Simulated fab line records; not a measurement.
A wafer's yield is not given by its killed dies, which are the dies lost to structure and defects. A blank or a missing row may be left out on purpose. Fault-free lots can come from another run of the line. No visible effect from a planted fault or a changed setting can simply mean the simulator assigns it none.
What tool caused it?	flow sky130	14 lots with 41 wafers sampled at 2 steps, on a route of 708 steps

WHAT THE GAUGES READ, wafer by wafer
SKY_LI_CONTACT_BOW_MEAS_03.
lot	measured	on	LI_CONTACT_BOW (um)
L126	day 28 00:58	film metro-02	59 67 64
L127	day 28 07:10	film metro-02	64 64 56
L128	day 28 13:59	film metro-02	49 45 50
L129	day 28 17:28	film metro-04	51 58 53
L130	day 29 17:08	film metro-04	45 53 58
L131	day 30 01:16	film metro-04	44 54 60
L132	day 30 04:41	film metro-04	55 49 50
L133	day 30 16:24	film metro-03	47 58 64
L134	day 31 02:17	film metro-03	53 49 44
L135	day 31 05:23	film metro-03	53 50 44
L136	day 31 11:23	film metro-02	59 64 48
L144	day 34 01:13	film metro-03	53 53
L146	day 34 13:34	film metro-04	50 58 58
L148	day 35 00:34	film metro-02	48 48 52

SKY_LI_CONTACT_CD_MEAS_12: target cd 170 nm.
lot	measured	on	cd nm (nm)
L126	day 29 05:56	cd sem-02	168.3 169.5 169.0
L127	day 29 12:02	cd sem-02	169.0 166.0 167.2
L128	day 29 17:43	cd sem-02	170.4 170.5 171.3
L129	day 29 21:52	cd sem-02	168.5 170.3 170.1
L130	day 30 21:53	cd sem-01	171.1 170.0 171.2
L131	day 31 04:14	cd sem-02	170.2 170.2 170.6
L132	day 31 08:23	cd sem-02	170.1 170.4 172.0
L133	day 31 19:52	cd sem-01	166.8 171.1 168.8
L134	day 32 06:37	cd sem-02	169.7 170.1 169.7
L135	day 32 08:31	cd sem-02	169.6 170.6 170.8
L136	day 32 15:09	cd sem-01	171.4 171.4 172.4
L144	day 35 03:29	cd sem-02	169.4 168.7
L146	day 35 15:53	cd sem-02	170.5 168.8 169.1
L148	day 36 02:17	cd sem-02	167.8 168.5 168.7

WHICH TOOL RAN EACH LOT (tool, then ch and the chambers of the sampled wafers, then the start)
No process step before these readings appears in the record.

WHAT THE TOOLS THEMSELVES READ (means of the sampled wafers that have a number; where no wafer has one, the mark that the record gives instead)
The record holds no such reading with a usual standard deviation.

THE ANSWER, worked out from the rows above alone
Rule: the lots themselves supply what counts as usual. The widest of any qualifying gaps counts: lots, ordered by their means at a reading, are off when they make up no more than a third of the lots, leave a main group of 4 or more, and stand apart from it by 3 or more times the standard deviation of that group's means. A main group is skipped when, at the precision printed for the reading in the tables above, its means are all equal. A lot without any number at a reading at which 4 lots or more have one is off too. The other lots that the step has rows for count as sound. Order of review: gauges by route order, followed by the tools' own readings, for which a lot's mean as printed above is used. The first step at which some lot is off is used, and at that step the reading that is off furthest; a lot without a number counts as furthest.
No lot is off at any reading shown: from this, nothing can be told.

WHAT WAS PUT IN BY THE SIMULATOR
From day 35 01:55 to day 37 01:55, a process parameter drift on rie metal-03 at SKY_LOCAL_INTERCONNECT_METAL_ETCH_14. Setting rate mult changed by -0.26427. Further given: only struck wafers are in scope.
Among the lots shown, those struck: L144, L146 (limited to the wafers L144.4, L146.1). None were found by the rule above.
